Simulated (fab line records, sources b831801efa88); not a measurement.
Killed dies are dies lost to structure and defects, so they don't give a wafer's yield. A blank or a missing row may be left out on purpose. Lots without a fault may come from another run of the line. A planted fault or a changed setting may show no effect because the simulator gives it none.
Chamber matching | flow gf180mcu | GF_V2_CMP_26 on cmp-02: 4 sister chambers
The step polishes, stops on SiO2, t overpolish 15 s, target thk 0 nm. 4 wafers are shown with their chamber, then 8 later ones without.

WAFERS WITH THEIR CHAMBER
wafer  | chamber | motor_current_A (A)
L999.2 | 2       | 9.7
L999.3 | 0       | 10.8
L999.6 | 1       | 10.2
L105.3 | 3       | 12.5

WAFERS WITHOUT THEIR CHAMBER
wafer  | motor_current_A (A)
L105.5 | 10.1
L105.6 | 12.3
L106.2 | 12.9
L106.5 | 10.5
L106.6 | 11.9
L114.2 | 9.9
L114.4 | 12.1
L114.5 | 11.8

WHICH CHAMBER EACH WENT THROUGH
wafer  | from the rows above          | in truth
L105.5 | can't be placed: 1 or 2 or 0 | 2
L105.6 | 3                            | 3
L106.2 | 3                            | 3
L106.5 | can't be placed: 0 or 1 or 2 | 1
L106.6 | can't be placed: 3 or 0      | 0
L114.2 | can't be placed: 2 or 1 or 0 | 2
L114.4 | 3                            | 3
L114.5 | can't be placed: 3 or 0      | 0
Placed correctly: 3 of 8. Can't be placed from these rows: 5 (the true chamber is among the candidates in 5). Placed wrongly: 0.
How it was worked out, from the rows above alone: a wafer's distance from a chamber is the root of the sum, over the readings, of the square of ((its reading less the chamber's mean) divided by the reading's scatter). The wafer belongs to the nearest chamber; if the next one is less than 2 further off, it can't be placed. A chamber's mean is the mean of its shown wafers. The scatter: with one shown wafer a chamber, the root of the mean of the squares of how far each hidden wafer lies from its nearest shown one.
